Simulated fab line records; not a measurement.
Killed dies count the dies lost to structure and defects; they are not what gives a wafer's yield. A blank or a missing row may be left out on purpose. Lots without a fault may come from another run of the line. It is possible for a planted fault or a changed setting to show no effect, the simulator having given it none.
Which tool is to blame?    flow sky130    11 lots, 33 wafers sampled, at 5 steps of a route of 708

WHAT THE GAUGES SHOWED, per wafer
SKY_CONTACT_RS_MEAS_25: the measuring method here is four-point-probe. Usual: CONTACT_W_RS gives 0.341 ohm/sq (standard deviation 0.004).
lot   measured      on             CONTACT_W_RS (ohm/sq)  flag
L765  day 31 04:10  film metro-03  0.342 0.344 0.344      
L766  day 31 10:30  film metro-03  0.338 0.342 0.337      
L768  day 32 05:29  film metro-01  0.345 0.346 0.345      
L769  day 33 09:12  film metro-03  0.340 0.340 0.340      
L770  day 33 17:50  film metro-03  0.331 0.329 0.333      
L771  day 33 19:08  film metro-03  0.338 0.345 0.340      
L773  day 34 04:03  film metro-01  0.344 0.340 0.349      
L781  day 36 11:21  film metro-03  0.221 0.223 0.221      OFF
L782  day 36 20:20  film metro-04  0.223 0.225 0.224      OFF
L783  day 36 23:38  film metro-03  0.346 0.342 0.344      
L785  day 37 16:04  film metro-04  0.339 0.343 0.341      

SKY_CONTACT_THK_MEAS_26: measures by xrf. Usual: CONTACT_W_THK gives 341 nm (standard deviation 4.2).
lot   measured      on             CONTACT_W_THK (nm)  flag
L765  day 31 04:17  film metro-03  340 338 337         
L766  day 31 10:37  film metro-03  343 340 343         
L768  day 32 05:37  film metro-01  336 335 337         
L769  day 33 09:19  film metro-03  341 342 342         
L770  day 33 17:58  film metro-03  347 354 349         
L771  day 33 19:16  film metro-03  344 333 340         
L773  day 34 04:10  film metro-01  341 344 336         
L781  day 36 11:26  film metro-03  526 515 524         OFF
L782  day 36 20:28  film metro-04  524 523 523         OFF
L783  day 36 23:44  film metro-03  334 336 336         
L785  day 37 16:11  film metro-04  342 343 341         

TOOL THAT RAN EACH LOT (tool first, then ch and the chambers of the sampled wafers, then the start)
lot   SKY_LOCAL_INTERCONNECT_ETCH_13     SKY_CONTACT_SPUTTER_23        SKY_CONTACT_CVD_24
L765  rie metal-01 ch 0,1, day 29 23:14  pvd sputter-01, day 31 03:59  cvd w-01 ch 0,1, day 31 04:02
L766  rie metal-04 ch 0,1, day 30 05:59  pvd sputter-04, day 31 10:19  cvd w-01 ch 0,1, day 31 10:22
L768  rie metal-04 ch 0,1, day 31 00:45  pvd sputter-03, day 32 05:19  cvd w-01 ch 0,1, day 32 05:23
L769  rie metal-04 ch 0,1, day 32 03:42  pvd sputter-01, day 33 09:02  cvd w-02 ch 0,1, day 33 09:05
L770  rie metal-04 ch 0,1, day 32 11:57  pvd sputter-03, day 33 17:40  cvd w-02 ch 0,1, day 33 17:44
L771  rie metal-02 ch 0,1, day 32 13:27  pvd sputter-01, day 33 18:58  cvd w-01 ch 1, day 33 19:02
L773  rie metal-01 ch 0,1, day 32 23:14  pvd sputter-01, day 34 03:53  cvd w-02 ch 0,1, day 34 03:56
L781  rie metal-02 ch 0,1, day 35 07:51  pvd sputter-01, day 36 11:07  cvd w-02 ch 0,1, day 36 11:13
L782  rie metal-02 ch 0, day 35 18:54    pvd sputter-04, day 36 20:10  cvd w-02 ch 0,1, day 36 20:14
L783  rie metal-01 ch 1, day 35 21:34    pvd sputter-03, day 36 23:26  cvd w-01 ch 0,1, day 36 23:32
L785  rie metal-02 ch 0,1, day 36 11:21  pvd sputter-04, day 37 15:53  cvd w-01 ch 0,1, day 37 15:57
- SKY_LOCAL_INTERCONNECT_ETCH_13: etches BARC in N2/H2, stops on SiO2, time 45.9 s, target depth 60 nm.
- SKY_CONTACT_SPUTTER_23: material TiN, target thk 20 nm, time 80 s.
- SKY_CONTACT_CVD_24: deposits W, target thk 340 nm, time 102.12 s.

AS READ BY THE TOOLS THEMSELVES (means over the sampled wafers that have a number; for cases with no such wafer, the mark the record gives instead)
SKY_LOCAL_INTERCONNECT_ETCH_13. Usual: chamber pressure mTorr 30.004 mTorr, standard deviation 0.026; drypump motor current A 5.8 A, standard deviation 0.54; oes product au 0.854 a.u., standard deviation 0.0046; throttle valve pct 13.225 %, standard deviation 0.01.
lot   tool          chamber pressure mTorr (mTorr)  drypump motor current A (A)  oes product au (a.u.)  throttle valve pct (%)  flag
L765  rie metal-01  29.987                          6.5                          0.856                  13.222                  
L766  rie metal-04  30.005                          5.7                          0.857                  13.222                  
L768  rie metal-04  29.999                          5.4                          0.853                  13.214                  
L769  rie metal-04  29.990                          5.4                          0.853                  13.218                  
L770  rie metal-04  29.982                          5.7                          0.852                  13.219                  
L771  rie metal-02  30.018                          5.5                          0.854                  13.226                  
L773  rie metal-01  29.993                          6.4                          0.855                  13.229                  
L781  rie metal-02  30.020                          5.5                          0.857                  13.213                  
L782  rie metal-02  29.998                          5.6                          0.854                  13.233                  
L783  rie metal-01  29.984                          6.5                          0.854                  13.217                  
L785  rie metal-02  29.998                          5.3                          0.855                  13.225                  

SKY_CONTACT_SPUTTER_23. Usual: throttle valve pct 29.6 %, standard deviation 0.85.
lot   tool            throttle valve pct (%)  flag
L765  pvd sputter-01  28.5                    
L766  pvd sputter-04  30.8                    
L768  pvd sputter-03  29.6                    
L769  pvd sputter-01  29.3                    
L770  pvd sputter-03  29.5                    
L771  pvd sputter-01  29.2                    
L773  pvd sputter-01  29.0                    
L781  pvd sputter-01  29.4                    
L782  pvd sputter-04  31.6                    
L783  pvd sputter-03  29.6                    
L785  pvd sputter-04  30.8                    

SKY_CONTACT_CVD_24. Usual: heater power w 872 W, standard deviation 73.
lot   tool      heater power w (W)  flag
L765  cvd w-01  808                 
L766  cvd w-01  859                 
L768  cvd w-01  818                 
L769  cvd w-02  890                 
L770  cvd w-02  927                 
L771  cvd w-01  776                 
L773  cvd w-02  921                 
L781  cvd w-02  892                 
L782  cvd w-02  892                 
L783  cvd w-01  814                 
L785  cvd w-01  807                 

THE ANSWER, worked out from the rows above alone
Rule: lot off if the mean of its wafers having a number is beyond 3 standard deviations from the usual mean. Also off: a lot with no number at a reading for which 4 or more lots have one. The other lots that the step has rows for count as sound. After the gauges, taken in route order, come the tools' own readings; for these a lot's mean is taken, as printed above. At the first step where some lot is off, the reading lying furthest off is the one used; lots without a number count as furthest.
Off: L781, L782, seen at SKY_CONTACT_RS_MEAS_25 (CONTACT_W_RS).
If a tool, at a process step before that reading, ran all the lots that are off and no sound lot after the first of them, it fits. Gauges at SKY_CONTACT_RS_MEAS_25: tried the same way as those tools. One candidate fits, namely cvd w-02 at SKY_CONTACT_CVD_24. Its last sound lot is L773 (day 34 03:56), its first lot that is off L781 (day 36 11:13): a fault that began between those two fits.

WHAT WAS PUT IN BY THE SIMULATOR
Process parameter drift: cvd w-02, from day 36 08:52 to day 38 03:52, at SKY_CONTACT_CVD_24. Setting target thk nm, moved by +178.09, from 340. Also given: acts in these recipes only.
Shown lots that were struck: L781, L782. This agrees with what the rule above found.
